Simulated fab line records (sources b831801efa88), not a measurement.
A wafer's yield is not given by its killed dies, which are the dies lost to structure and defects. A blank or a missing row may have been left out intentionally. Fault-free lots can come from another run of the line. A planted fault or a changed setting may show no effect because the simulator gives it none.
Matching of chambers / flow sky130 / rie_diel-01 running SKY_FIELD_ISO_ETCH_14: 4 sister chambers
The step etches BARC in N2/H2, stops on SiO2, time 47.97 s, target depth 60 nm. 8 wafers are shown with their chamber, then 7 later ones without.

== EACH WAFER AND ITS CHAMBER ==
wafer=L223.4; chamber=0; oes_product_au (a.u.)=0.835; n2_flow_sccm (sccm)=99.6
wafer=L226.2; chamber=0; oes_product_au (a.u.)=0.842; n2_flow_sccm (sccm)=99.9
wafer=L226.5; chamber=2; oes_product_au (a.u.)=0.847; n2_flow_sccm (sccm)=100.0
wafer=L229.1; chamber=1; oes_product_au (a.u.)=0.854; n2_flow_sccm (sccm)=100.0
wafer=L230.2; chamber=1; oes_product_au (a.u.)=0.849; n2_flow_sccm (sccm)=100.1
wafer=L230.6; chamber=3; oes_product_au (a.u.)=0.846; n2_flow_sccm (sccm)=100.6
wafer=L231.1; chamber=3; oes_product_au (a.u.)=0.858; n2_flow_sccm (sccm)=100.0
wafer=L231.5; chamber=2; oes_product_au (a.u.)=0.845; n2_flow_sccm (sccm)=100.3

== WAFERS WITH NO CHAMBER GIVEN ==
wafer=L231.6; oes_product_au (a.u.)=0.854; n2_flow_sccm (sccm)=99.7
wafer=L238.1; oes_product_au (a.u.)=0.846; n2_flow_sccm (sccm)=99.9
wafer=L238.2; oes_product_au (a.u.)=0.851; n2_flow_sccm (sccm)=99.7
wafer=L238.3; oes_product_au (a.u.)=0.845; n2_flow_sccm (sccm)=99.6
wafer=L240.3; oes_product_au (a.u.)=0.847; n2_flow_sccm (sccm)=99.8
wafer=L240.4; oes_product_au (a.u.)=0.845; n2_flow_sccm (sccm)=99.2
wafer=L240.5; oes_product_au (a.u.)=0.838; n2_flow_sccm (sccm)=100.0

== CHAMBER TAKEN BY EACH ==
wafer=L231.6; from the rows above=can't be placed: 1 or 2 or 3 or 0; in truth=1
wafer=L238.1; from the rows above=can't be placed: 2 or 1 or 0 or 3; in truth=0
wafer=L238.2; from the rows above=can't be placed: 1 or 2 or 3 or 0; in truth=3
wafer=L238.3; from the rows above=can't be placed: 0 or 2 or 1 or 3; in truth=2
wafer=L240.3; from the rows above=can't be placed: 1 or 2 or 0 or 3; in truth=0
wafer=L240.4; from the rows above=can't be placed: 0 or 1 or 2 or 3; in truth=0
wafer=L240.5; from the rows above=can't be placed: 0 or 2 or 1 or 3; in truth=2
Placed correctly: 0 of 7. Cannot be placed on the basis of these rows: 7; the candidates contain the true chamber in 7. 0 placed wrongly.
How it was worked out, from the rows above alone: a wafer's distance from a chamber is the root of the sum, over the readings, of the square of ((its reading less the chamber's mean) divided by the reading's scatter). If the next closest chamber is less than 2 further off than the closest, the wafer can't be placed; otherwise it belongs to the closest. For every chamber, the mean is computed from those of its wafers that are shown. The scatter is the square root of a quotient: the sum, over the shown wafers, of each reading's squared deviation from its chamber's mean, divided by wafers minus chambers.
